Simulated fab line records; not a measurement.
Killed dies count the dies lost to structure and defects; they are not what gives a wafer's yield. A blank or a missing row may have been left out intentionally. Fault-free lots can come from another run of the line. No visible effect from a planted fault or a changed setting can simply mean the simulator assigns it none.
Problem report in the 8D (eight disciplines) form, filled by code / flow gf180mcu / the parts of the form that need people (team, actions taken, sign-off) are left out

## 1. WHAT IS WRONG
Wafers free of any fault read 861 nm (standard deviation 11) for CONTACT_CVD_02_THK at GF_CONTACT_THK_MEAS_03, against a mean of 1030 nm on 6 wafers of 2 lots. Measured from the usual mean, that is +15 standard deviations.
Earliest sighting: wafer L951.2 on film_metro-02 at day 18 21:41. At this step, 36 wafers from 13 lots have a number in the record. The rule behind "out" and "out of limits": a value lying over 4 standard deviations away from the usual mean. All remaining wafers that have a number are taken as sound.

## 2. WHAT IT IS, AND WHAT IT ISN'T
question=which readings at this step | is=CONTACT_CVD_02_THK | is not=-
question=which lots | is=L951, L952 | is not=L941, L948, L949, L954, L956, L958, L959, L961, L962, L963, L964
question=which wafers of those lots | is=all that have a number | is not=-
question=read on which gauges | is=film_metro-02 | is not=film_metro-01, film_metro-03
question=when | is=from day 18 21:41 | is not=up to then (8 sound wafers); but 22 sound wafers of L954, L956, L958, L959, L961, L962, L963, L964 came after

## 3. THE SUSPECTS, EACH WITH WHAT RULES IT OUT
Counting: any tool at a process step up to the reading is kept as a suspect provided that every lot that is out went through it and no sound lot did after the first of them.
- ruled out: the gauge at GF_CONTACT_THK_MEAS_03. All the wafers that are out were read on film_metro-02, but those of them that GF_CONTACT_CMP_04 has rows for are out there too, on other tools.
- pecvd-03 at GF_CONTACT_CVD_02 (deposits SiO2 from TEOS, target thk 860 nm, time 95.992 s): ruled out as a lasting fault. After its first lot that is out, L951 (day 18 21:37), sound lots L963, L964 ran on it.
Left after counting: nothing in the record.

## 4. THE CAUSE (what the simulator had put in)
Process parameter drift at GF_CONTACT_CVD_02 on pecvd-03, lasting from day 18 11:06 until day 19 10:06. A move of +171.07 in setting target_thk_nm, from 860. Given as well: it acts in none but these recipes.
It was ruled out by counting, in error; the rule expects a fault to strike all lots run on its tool from its start on, and this fault did not.

## 5. THE EFFECT CHAIN, in route order
One row per reading whose mean, taken over the struck wafers that have a number, lies over 3 standard deviations from the usual. Only readings for which the record gives a usual standard deviation are gone through. hours: the time from each lot's start at the first step in this table that gives one to its start at this step, as a median over the lots. sigmas: the change in usual standard deviations.
hours=0; step=GF_CONTACT_THK_MEAS_03; reading=CONTACT_CVD_02_THK; usual=861 nm; on struck wafers=1030; change=+169; sigmas=+15
hours=5; step=GF_CONTACT_CMP_04; reading=time_to_endpoint_s; usual=112 s; on struck wafers=174; change=+62; sigmas=+11
Here are the process steps it includes:
- GF_CONTACT_CMP_04: polishes SiO2.
Later measuring or inspecting steps at which every struck wafer that the step has a row for has a number for every such reading, and none has moved that far: GF_M1_THK_MEAS_06.

## 6. HOW IT WOULD HAVE BEEN CAUGHT EARLIER
In this record the first reading out of limits at a measuring or inspecting step was taken at day 18 21:41, 11 hours after the fault began at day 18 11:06.
Of the tool readings at GF_CONTACT_CVD_02 for which the record gives a usual standard deviation, none was out on any struck wafer, so an alarm limit of 4 standard deviations on them would not have fired.
